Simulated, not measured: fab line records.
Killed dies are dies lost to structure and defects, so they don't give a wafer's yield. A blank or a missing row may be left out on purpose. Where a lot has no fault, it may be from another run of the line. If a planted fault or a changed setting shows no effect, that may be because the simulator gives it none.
Problem report, 8D (eight disciplines) form, completed by code / flow sky130 / the parts of the form that need people (team, actions taken, sign-off) are left out

== 1. WHAT WENT WRONG ==
Wafers without a fault read 119.11 s, standard deviation 0.2; run_length_s at SKY_METAL2_SOFTBAKE_11 reads a mean of 110.74 s on 6 wafers belonging to 2 lots. Relative to the usual mean, that is a shift of -42 standard deviations.
The step: time 90 s.
First observed at day 39 20:00: wafer L449.1, on litho_track-01. Wafers with a number at this step in the record: 36, from 12 lots. Rule for "out" (also "out of limits"): further than 4 standard deviations from the usual mean. All remaining wafers that have a number are taken as sound.

== 2. WHAT IT IS, AND WHAT IT ISN'T ==
question=which readings at this step | is=run_length_s, heater_power_total_W | is not=-
question=which lots | is=L449, L451 | is not=L433, L434, L436, L438, L439, L441, L443, L447, L453, L455
question=which wafers of those lots | is=all that have a number | is not=-
question=read on which tools | is=litho_track-01 | is not=litho_track-03, litho_track-04
question=when | is=from day 39 20:00 | is not=up to then (24 sound wafers); but 6 sound wafers of L453, L455 came after

== 3. THE SUSPECTS, EACH WITH WHAT RULES IT OUT ==
Counting: any tool at a process step up to the reading is kept as a suspect provided that every lot that is out went through it and no sound lot did after the first of them.
- litho_track-01 at SKY_METAL2_SOFTBAKE_11 (time 90 s): kept. All lots that are out passed through it, beginning with L449 at day 39 20:00, and no sound lot followed; its final sound lot before that point was L441 at day 37 08:00. Its own heater_power_total_W, run_length_s readings are out on those wafers.
After counting, what remains is litho_track-01 at SKY_METAL2_SOFTBAKE_11.

== 4. THE CAUSE (what the simulator had put in) ==
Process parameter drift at SKY_METAL2_SOFTBAKE_11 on litho_track-01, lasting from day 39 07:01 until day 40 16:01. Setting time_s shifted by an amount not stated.
This tool alone remained once counting was done.

== 5. THE CHAIN OF EFFECTS, in route order ==
Each row: a reading where the mean over the struck wafers with a number is more than 3 standard deviations away from the usual. Readings are gone through only where the record gives a usual standard deviation; hours: the median, over the lots, of the time from a lot's start at the first step in this table giving one to that lot's start at this step; sigmas: the change measured in usual standard deviations.
hours=0; step=SKY_METAL2_SOFTBAKE_11; reading=heater_power_total_W; usual=57.36 W; on struck wafers=59.34; change=+1.98; sigmas=+17
hours=0; step=SKY_METAL2_SOFTBAKE_11; reading=run_length_s; usual=119.11 s; on struck wafers=110.74; change=-8.37; sigmas=-42
It contains these process steps:
- SKY_METAL2_SOFTBAKE_11: time 90 s.

== 6. WHAT WOULD HAVE CAUGHT IT SOONER ==
In this record the first reading out of limits was taken at day 39 20:00, 13 hours after the fault began at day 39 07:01.
